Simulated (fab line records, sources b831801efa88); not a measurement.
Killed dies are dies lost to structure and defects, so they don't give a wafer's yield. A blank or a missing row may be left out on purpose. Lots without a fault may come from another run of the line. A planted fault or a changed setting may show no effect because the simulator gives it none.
fab line records | flow sky130
record lots=5 wafers=15 last_day=50
route steps=708 shown LI_CONTACT@370 PAD_OPEN@708
lots that met no fault: from a run of the same line without faults
start_h: hours from the record's first day to the start of the lot's first wafer shown | wait_h: hours since the lot's step before | " the same as in the row above | L1.1+2: a row that stands for several wafers | - no value, or no start given | * or withheld: withheld | < > ~ a bound
route shown NAME@n: a module of which the file shows steps, and the number in the route of the first | usual: mean/standard deviation of fault-free wafers | same: alike in all rows | chamber/n: place in a boat | sites: the reading at each site | _std_site: their standard deviation | _edge_site: outer sites' mean less inner sites' | radius_mm: how far each site lies from the wafer's centre | mask NAME#n: copy n | behind: the tool/chamber that last shaped the wafer | hold: why the lot was held/for how many hours/how that ended | device: the transistor (n, p or np) that didn't switch | end of line: the same wafers' tests at the end of the route | a step without rows: its recipe alone | killed: dies lost to structure and defects at the first sort, not the wafer's yield | map: a wafer's dies, x killed, . not, _ none there
set.NAME: the setting as run; set.NAME@STEP: as run at that earlier step | model.NAME: the simulator's own value behind a step, which no gauge read
lots at some steps of the route; a table a step, a row a wafer
services: from which hour (start_h, from the record's first day; less than 0 if before it) a tool's chamber was out of use, for how many hours, and why
## steps
# step SKY_LI_CONTACT_SOFTBAKE_08
# recipe temp_c=100 time_s=90 resist=KrF-thick
# step SKY_LI_CONTACT_EXPOSE_09
# recipe mask_id=LICM1 na=0.8 source_shape=annular sigma_inner=0.55 sigma_outer=0.85 target_cd_nm=170 dose_mj=38
# step SKY_LI_CONTACT_PEB_10
# recipe peb_temp_c=withheld peb_time_s=withheld resist=KrF-thick
# step SKY_LI_CONTACT_DEVELOP_11
# recipe develop_time_s=60 resist=KrF-thick dev_temp_c=21
# step SKY_LI_CONTACT_CD_MEAS_12
# recipe target_cd_nm=170
# usual cd_nm=169.8/1.2
# columns lot.wafer tool chamber start_h wait_h cd_nm
L665.1 cd_sem-02 - 694.92 - 168.0
L665.2 " - " " 169.3
L665.3 " - " " 168.2
L673.2 cd_sem-02 - 764.99 - 168.5
L673.5 " - " " 170.1
L673.6 " - " " 169.9
L674.1 cd_sem-01 - 772.38 - 168.9
L674.5 " - " " 169.2
L674.6 " - " " 170.5
L682.1 cd_sem-02 - 825.67 - 170.8
L682.4 " - " " 170.1
L682.6 " - " " 171.0
L686.1 cd_sem-01 - 861.96 - 171.0
L686.4 " - " " 170.2
L686.6 " - " " 170.7
# step SKY_LI_CONTACT_OVL_MEAS_13
# usual LI_CONTACT_OVL=0/5.7
# columns lot.wafer tool chamber start_h wait_h LI_CONTACT_OVL[nm]
L665.1 overlay-02 - 695.04 0.1 -1
L665.2 " - " " 7
L665.3 " - " " 0
L673.2 overlay-01 - 765.10 0.1 7
L673.5 " - " " -2
L673.6 " - " " -1
L674.1 overlay-01 - 772.50 0.1 11
L674.5 " - " " 9
L674.6 " - " " 5
L682.1 overlay-01 - 825.79 0.1 3
L682.4 " - " " 1
L682.6 " - " " 5
L686.1 overlay-01 - 862.08 0.1 6
L686.4 " - " " 14
L686.6 " - " " 2
# step SKY_LI_CONTACT_ETCH_14
# recipe chemistry=N2/H2 target=BARC ion_energy_ev=200 source_w=500 bias_w=100 pressure_mtorr=30 n2_flow_sccm=100 h2_flow_sccm=200 stop_on=SiO2 time_s=45.9 target_depth_a=600
# usual drypump_motor_current_A=5.8/0.31 oes_product_au=0.854/0.0045 throttle_valve_pct=13.225/0.0092
# same time_s=45.9
# columns lot.wafer tool chamber start_h wait_h drypump_motor_current_A oes_product_au rf_hours_counter_h throttle_valve_pct
L665.1 rie_diel-01 3 695.08 0.0 5.8 0.853 10 13.218
L665.2 " 2 " " 5.4 0.855 8 13.215
L665.3 " 1 " " 5.8 0.851 9 13.237
L673.2 rie_diel-02 2 765.13 0.0 6.5 0.863 36 13.216
L673.5 " 2 " " 6.4 0.858 - 13.214
L673.6 " 3 " " 5.7 0.857 - 13.234
L674.1 rie_diel-01 0 772.54 0.0 6.2 0.861 1 13.231
L674.5 " 3 " " 5.8 0.848 - 13.219
L674.6 " 0 " " 6.2 0.850 - 13.232
L682.1 rie_diel-03 3 825.83 0.0 5.4 0.856 7 13.227
L682.4 " 0 " " 6.3 0.852 1 13.236
L682.6 " 2 " " 6.0 0.852 - 13.221
L686.1 rie_diel-03 3 862.12 0.0 5.4 0.860 8 13.232
L686.4 " 1 " " 5.6 0.862 6 13.234
L686.6 " 3 " " 5.4 0.855 - 13.224
# step SKY_LI_CONTACT_ETCH_15
# recipe target=PSG chemistry=C4F8/O2/Ar stop_on=Si taper_deg=4.15 mask_material=KrF-thick source_w=1500 bias_w=1200 pressure_mtorr=40 c4f8_flow_sccm=withheld O2_flow_sccm=6 Ar_flow_sccm=300 time_s=withheld target_depth_a=6000
# usual oes_product_au=0.837/0.0046
# columns lot.wafer tool chamber start_h wait_h oes_product_au
L665.1 rie_diel-01 3 695.12 0.0 0.833
L665.2 " 2 " " 0.840
L665.3 " 1 " " 0.835
L673.2 rie_diel-02 2 765.17 0.0 0.835
L673.5 " 2 " " 0.833
L673.6 " 3 " " 0.840
L674.1 rie_diel-01 0 772.58 0.0 0.833
L674.5 " 3 " " 0.841
L674.6 " 0 " " 0.834
L682.1 rie_diel-03 3 825.87 0.0 0.836
L682.4 " 0 " " 0.831
L682.6 " 2 " " 0.834
L686.1 rie_diel-03 3 862.16 0.0 0.834
L686.4 " 1 " " 0.839
L686.6 " 3 " " 0.833
# step SKY_LI_CONTACT_STRIP_16
# recipe chemistry=O2/N2 power_w=1400 pressure_mtorr=1500 platen_temp_c=withheld o2_flow_sccm=3000 n2_flow_sccm=300 overash_fraction=0.5
# usual drypump_motor_current_A=5.7/0.82 o2_flow_sccm=2999/9.4 oes_product_au=0.376/0.0055 strip_time_to_endpoint_s=3.50/0.043
# columns lot.wafer tool chamber start_h wait_h drypump_motor_current_A o2_flow_sccm oes_product_au rf_hours_counter_h strip_time_to_endpoint_s
L665.1 plasma_asher-03 1 695.21 - 6.7 2995 0.366 102 3.49
L665.2 " 0 " " 6.5 3011 0.377 102 3.43
L665.3 " 1 " " 6.7 3002 0.394 - 3.57
L673.2 plasma_asher-03 1 765.26 - 6.7 3009 0.380 2 3.48
L673.5 " 0 " " 6.5 2994 0.380 - 3.50
L673.6 " 1 " " 6.6 3005 0.369 - 3.50
L674.1 plasma_asher-04 0 772.66 - 6.3 3000 0.382 60 3.56
L674.5 " 1 " " 4.7 3004 0.375 - 3.50
L674.6 " 0 " " 6.3 2989 0.374 - 3.56
L682.1 plasma_asher-02 0 825.96 - 4.8 3005 0.381 99 3.47
L682.4 " 1 " " 5.1 3001 0.378 - 3.48
L682.6 " 1 " " 5.1 3002 0.378 - 3.42
L686.1 plasma_asher-04 1 862.24 - 4.8 2988 0.371 69 3.48
L686.4 " 1 " " 4.7 3005 0.372 - 3.45
L686.6 " 0 " " 6.3 2998 0.386 - 3.50
# step SKY_LI_CONTACT_CLEAN_17
# recipe chemistry=NMP time_s=600 temp_c=60 dry=n2_spin
# step SKY_LI_CONTACT_PRE_CLEAN_18
# recipe gas=Ar time_s=5.6 bias_v=358
# step SKY_LI_CONTACT_SPUTTER_19
# recipe material=Ti target_thk_nm=20 chamber_pressure_pa=5 power_w=2500 substrate_temp_c=200 time_s=106.37
# usual substrate_temp_c=200.01/0.14 throttle_valve_pct=29.2/0.92
# same time_s=106.37
# columns lot.wafer tool chamber start_h wait_h substrate_temp_c throttle_valve_pct
L665.1 pvd_sputter-02 - 695.54 0.0 200.04 30.1
L665.2 " - " " 200.04 29.3
L665.3 " - " " 199.94 27.5
L673.2 pvd_sputter-01 - 765.57 0.0 200.05 29.1
L673.5 " - " " 200.20 28.7
L673.6 " - " " 199.80 28.9
L674.1 pvd_sputter-04 - 772.98 0.0 199.90 28.9
L674.5 " - " " 200.15 30.1
L674.6 " - " " 200.02 27.3
L682.1 pvd_sputter-04 - 826.25 0.0 199.96 29.2
L682.4 " - " " 199.79 27.3
L682.6 " - " " 199.87 29.1
L686.1 pvd_sputter-01 - 862.54 0.0 199.94 29.0
L686.4 " - " " 199.88 29.6
L686.6 " - " " 200.02 30.2
# step SKY_LI_CONTACT_SPUTTER_20
# recipe material=TiN target_thk_nm=20 chamber_pressure_pa=5 power_w=4000 time_s=80
# usual throttle_valve_pct=29.2/0.93
# columns lot.wafer tool chamber start_h wait_h throttle_valve_pct model.TiN_of_LI_CONTACT_SPUTTER_20.thk_nm
L665.1 pvd_sputter-02 - 695.61 0.0 29.7 19.87
L665.2 " - " " 29.5 19.96
L665.3 " - " " 27.5 20.08
L673.2 pvd_sputter-01 - 765.64 0.0 29.1 20.04
L673.5 " - " " 28.6 20.61
L673.6 " - " " 29.0 20.23
L674.1 pvd_sputter-04 - 773.05 0.0 29.1 19.97
L674.5 " - " " 30.1 20.14
L674.6 " - " " 27.4 20.21
L682.1 pvd_sputter-04 - 826.33 0.0 29.0 34.86
L682.4 " - " " 27.5 19.76
L682.6 " - " " 29.0 34.77
L686.1 pvd_sputter-01 - 862.61 0.0 28.7 20.54
L686.4 " - " " 29.3 20.48
L686.6 " - " " 30.0 20.35
# step SKY_LI_CONTACT_CVD_21
# recipe material=W target_thk_nm=400 time_s=120.56 temp_c=400 pressure_torr=40
# usual heater_power_w=828/59
# same time_s=120.56
# columns lot.wafer tool chamber start_h wait_h heater_power_w
L665.1 cvd_w-02 0 695.67 0.0 876
L665.2 " 1 " " 880
L665.3 " 1 " " 876
L673.2 cvd_w-02 0 765.71 0.0 915
L673.5 " 0 " " 891
L673.6 " 1 " " 897
L674.1 cvd_w-01 0 773.11 0.0 756
L674.5 " 0 " " 738
L674.6 " 1 " " 817
L682.1 cvd_w-02 1 826.39 0.0 897
L682.4 " 1 " " 892
L682.6 " 1 " " 903
L686.1 cvd_w-01 1 862.68 0.0 794
L686.4 " 0 " " 757
L686.6 " 1 " " 814
# step SKY_PAD_OPEN_PROBE_99
# usual killed_at_M0_to_M3=42/7 killed_at_M4_up=2.8/1.8 killed_at_contacts=24/5.8 killed_at_front_end=15/4.8 killed_at_other=0.3/0.56 killed_dies=84/11 killed_open=46/7.8 killed_short=38/6.3
# same gross_dies=492 killed_at_back_side=0
# columns lot.wafer tool chamber start_h wait_h killed_at_M0_to_M3 killed_at_M4_up killed_at_contacts killed_at_front_end killed_at_other killed_dies killed_open killed_short model.etest.licon_ndiff.rc_ohm model.etest.licon_poly.rc_ohm
L665.1 prober-01 - 1090.82 0.1 46 3 19 13 1 82 47 35 184.6 146.1
L665.2 prober-01 - 1090.87 0.1 47 1 21 25 0 94 48 46 186.2 151.6
L665.3 prober-01 - 1090.92 0.2 38 2 21 13 1 75 40 35 190 157.4
L673.2 prober-01 - 1140.06 0.1 46 4 29 16 0 95 53 42 194.3 156.6
L673.5 prober-01 - 1140.21 0.2 41 1 20 17 1 80 36 44 187.4 146.3
L673.6 prober-01 - 1140.26 0.2 36 1 22 17 0 76 45 31 181.3 148.2
L674.1 prober-02 - 1145.54 0.1 49 1 24 21 1 96 52 44 183 159.6
L674.5 prober-02 - 1145.74 0.2 50 2 26 16 1 95 50 44 181.8 154.1
L674.6 prober-02 - 1145.79 0.2 47 2 24 16 0 89 54 35 187.7 150.8
L682.1 prober-02 - 1182.35 0.1 33 1 24 16 1 75 50 25 188.4 148.6
L682.4 prober-02 - 1182.50 0.2 44 0 22 18 0 84 49 35 183.4 147.1
L682.6 prober-02 - 1182.60 0.2 40 4 24 24 1 93 44 49 189.7 157.9
L686.1 prober-02 - 1203.40 0.1 33 4 35 10 0 82 42 40 172.2 150.3
L686.4 prober-02 - 1203.55 0.2 29 0 21 6 0 56 33 23 183.2 148.3
L686.6 prober-02 - 1203.65 0.2 38 5 24 6 0 73 34 39 176.9 146.3
# killed by level:class
L665.1 VIA2:geometric_particle:open=12 VIA1:geometric_particle:open=10 METAL1:geometric_particle:short=7 LI_CONTACT:geometric_particle:open=7 CONTACT:geometric_particle:open=7 FIELD_ISO:geometric_particle:short=6 METAL2:geometric_particle:short=5 VIA3:geometric_particle:open=4
L665.2 VIA1:geometric_particle:open=10 FIELD_ISO:geometric_particle:open=7 VIA2:geometric_particle:open=7 FIELD_ISO:geometric_particle:short=6 METAL2:geometric_particle:short=6 CONTACT:geometric_particle:short=6 LI_CONTACT:geometric_particle:open=5 VIA3:geometric_particle:short=5
L665.3 VIA3:geometric_particle:open=12 CONTACT:geometric_particle:open=7 CONTACT:geometric_particle:short=7 FIELD_ISO:geometric_particle:short=5 LI_CONTACT:geometric_particle:open=5 METAL2:geometric_particle:short=5 FIELD_ISO:geometric_particle:open=4 VIA1:geometric_particle:short=4
L673.2 VIA1:geometric_particle:open=10 VIA3:geometric_particle:open=9 CONTACT:geometric_particle:short=7 CONTACT:geometric_particle:open=6 LI_CONTACT:geometric_particle:open=6 VIA2:geometric_particle:open=5 FIELD_ISO:geometric_particle:short=4 METAL1:geometric_particle:short=4
L673.5 METAL1:geometric_particle:short=8 VIA1:geometric_particle:open=8 FIELD_ISO:geometric_particle:open=5 METAL2:geometric_particle:short=5 METAL3:geometric_particle:short=5 POLY_GATE:geometric_particle:open=4 LI_CONTACT:geometric_particle:short=4 LI_CONTACT:geometric_particle:open=4
L673.6 CONTACT:geometric_particle:open=9 VIA1:geometric_particle:open=8 POLY_GATE:geometric_particle:open=6 METAL2:geometric_particle:short=6 LI_CONTACT:geometric_particle:open=5 VIA3:geometric_particle:open=5 POLY_GATE:geometric_particle:short=4 VIA1:geometric_particle:short=4
L674.1 VIA1:geometric_particle:open=15 CONTACT:geometric_particle:open=12 VIA1:geometric_particle:short=7 VIA3:geometric_particle:open=6 FIELD_ISO:geometric_particle:open=5 POLY_GATE:geometric_particle:short=5 VIA2:geometric_particle:open=5 CONTACT:geometric_particle:short=5
L674.5 VIA1:geometric_particle:open=14 CONTACT:geometric_particle:open=10 VIA1:geometric_particle:short=9 LOCAL_INTERCONNECT:geometric_particle:short=8 VIA2:geometric_particle:open=7 LI_CONTACT:geometric_particle:open=5 METAL2:geometric_particle:short=5 VIA3:geometric_particle:open=5
L674.6 VIA1:geometric_particle:open=15 CONTACT:geometric_particle:open=9 FIELD_ISO:geometric_particle:open=7 LI_CONTACT:geometric_particle:open=7 VIA1:geometric_particle:short=7 CONTACT:geometric_particle:short=6 METAL1:geometric_particle:short=5 METAL3:geometric_particle:short=5
L682.1 CONTACT:geometric_particle:open=10 VIA1:geometric_particle:open=8 LI_CONTACT:geometric_particle:open=7 FIELD_ISO:geometric_particle:open=5 METAL2:geometric_particle:short=5 VIA2:geometric_particle:open=5 POLY_GATE:geometric_particle:short=4 LI_CONTACT:geometric_particle:short=3
L682.4 VIA1:geometric_particle:open=11 VIA3:geometric_particle:open=10 LI_CONTACT:geometric_particle:open=8 CONTACT:geometric_particle:open=6 METAL2:geometric_particle:short=5 FIELD_ISO:geometric_particle:open=4 VIA1:geometric_particle:short=4 POLY_GATE:geometric_particle:open=4
L682.6 CONTACT:geometric_particle:open=9 CONTACT:geometric_particle:short=7 VIA2:geometric_particle:open=7 VIA3:geometric_particle:short=7 FIELD_ISO:geometric_particle:short=6 FIELD_ISO:geometric_particle:open=6 LI_CONTACT:geometric_particle:open=5 VIA1:geometric_particle:short=5
L686.1 CONTACT:geometric_particle:open=11 LI_CONTACT:geometric_particle:open=9 VIA1:geometric_particle:open=7 VIA2:geometric_particle:open=6 METAL2:geometric_particle:short=6 LI_CONTACT:geometric_particle:short=5 CONTACT:geometric_particle:short=5 LOCAL_INTERCONNECT:geometric_particle:short=4
L686.4 LI_CONTACT:geometric_particle:open=8 VIA3:geometric_particle:open=5 CONTACT:geometric_particle:open=5 VIA2:geometric_particle:open=4 FIELD_ISO:geometric_particle:open=3 METAL2:geometric_particle:open=3 LOCAL_INTERCONNECT:geometric_particle:short=3 VIA1:geometric_particle:short=3
L686.6 CONTACT:geometric_particle:open=9 LI_CONTACT:geometric_particle:open=6 METAL2:geometric_particle:short=6 LI_CONTACT:geometric_particle:short=5 VIA2:geometric_particle:open=5 VIA1:geometric_particle:short=5 VIA1:geometric_particle:open=4 METAL1:geometric_particle:short=4
## services
# columns tool chamber start_h hours kind
plasma_asher-04 - 676.69 28.1 pm
rie_diel-01 0 684.13 2.4 repair
pvd_sputter-02 - 686.14 1.3 repair
rie_diel-02 - 697.52 0.8 repair
pvd_sputter-01 - 715.04 0.6 repair
rie_diel-02 1 720.77 2.6 repair
rie_diel-02 3 721.18 6.8 repair
rie_diel-02 3 730.48 6.7 repair
pvd_sputter-01 - 731.53 3.0 repair
plasma_asher-03 - 733.75 9.0 pm
rie_diel-01 2 749.32 10.4 repair
pvd_sputter-02 - 750.97 4.7 repair
rie_diel-01 - 759.41 0.7 repair
rie_diel-01 2 759.84 1.7 repair
pvd_sputter-02 - 761.26 8.3 repair
rie_diel-01 1 767.06 5.5 repair
pvd_sputter-01 - 789.07 3.5 repair
rie_diel-01 - 803.53 0.2 repair
plasma_asher-03 - 806.11 4.6 repair
rie_diel-02 3 806.26 4.5 repair
plasma_asher-04 - 822.80 3.4 repair
pvd_sputter-04 - 826.72 8.1 repair
pvd_sputter-01 - 830.68 1.8 repair
pvd_sputter-04 - 857.37 13.4 repair
## key
first_sign none at tools or gauges
model_effect step=SKY_LI_CONTACT_SPUTTER_20 value=TiN_of_LI_CONTACT_SPUTTER_20.thk_nm without=19.89 struck=34.81
model_effect step=SKY_PAD_OPEN_PROBE_99 value=etest.licon_ndiff.rc_ohm without=178.5 struck=189.1
met_at SKY_LI_CONTACT_SPUTTER_20
struck_wafers L682.1,L682.6
tester_left_out L682
onset_between 773.05 826.33
fault kind=process_parameter_drift tool=pvd_sputter-04 chamber=- onset_h=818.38 steps=SKY_LI_CONTACT_SPUTTER_20 channel=target_thk_nm offset=14.923 shape=step end_h=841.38 acts_in=these_recipes_only stated=20 scope=struck_wafers_only
# tester_left_out: of these lots the tester's yield and bins aren't shown, on N5 and GAA mostly nor the transistor test; their killed dies are dies lost to structure and defects alone, not to doping, threshold or leakage, so they don't give the yield
